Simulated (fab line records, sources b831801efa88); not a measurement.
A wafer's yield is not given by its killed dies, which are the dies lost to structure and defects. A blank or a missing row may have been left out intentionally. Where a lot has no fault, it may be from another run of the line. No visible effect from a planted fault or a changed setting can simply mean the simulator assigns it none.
Matching of chambers / flow sky130 / cmp-01 running SKY_VIA3_CMP_02: 4 sister chambers
The step polishes SiO2. 8 wafers are shown with their chamber, then 7 later ones without.

== WAFERS WITH THEIR CHAMBER ==
wafer=L823.3; chamber=0; motor_current_A (A)=10.0
wafer=L829.5; chamber=3; motor_current_A (A)=9.3
wafer=L829.6; chamber=0; motor_current_A (A)=9.4
wafer=L830.1; chamber=3; motor_current_A (A)=9.9
wafer=L830.3; chamber=2; motor_current_A (A)=13.2
wafer=L830.4; chamber=1; motor_current_A (A)=13.0
wafer=L834.1; chamber=2; motor_current_A (A)=13.5
wafer=L834.2; chamber=1; motor_current_A (A)=13.4

== WAFERS WITHOUT THEIR CHAMBER ==
wafer=L834.6; motor_current_A (A)=9.3
wafer=L839.2; motor_current_A (A)=9.4
wafer=L839.3; motor_current_A (A)=9.4
wafer=L839.5; motor_current_A (A)=9.6
wafer=L841.2; motor_current_A (A)=9.2
wafer=L841.4; motor_current_A (A)=14.1
wafer=L841.6; motor_current_A (A)=9.6

== CHAMBER TAKEN BY EACH ==
wafer=L834.6; from the rows above=can't be placed: 3 or 0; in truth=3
wafer=L839.2; from the rows above=can't be placed: 3 or 0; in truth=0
wafer=L839.3; from the rows above=can't be placed: 3 or 0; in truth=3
wafer=L839.5; from the rows above=can't be placed: 3 or 0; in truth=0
wafer=L841.2; from the rows above=can't be placed: 3 or 0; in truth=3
wafer=L841.4; from the rows above=can't be placed: 2 or 1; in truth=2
wafer=L841.6; from the rows above=can't be placed: 3 or 0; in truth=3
Correct placement for 0 of the 7. From these rows, 7 cannot be placed; in 7 the true chamber is one of the candidates. 0 placed wrongly.
How it was worked out, from the rows above alone: a wafer's distance from a chamber is the root of the sum, over the readings, of the square of ((its reading less the chamber's mean) divided by the reading's scatter). If the next closest chamber is less than 2 further off than the closest, the wafer can't be placed; otherwise it belongs to the closest. A chamber's mean is the mean of its shown wafers. The scatter is the square root of a quotient: the sum, over the shown wafers, of each reading's squared deviation from its chamber's mean, divided by wafers minus chambers.
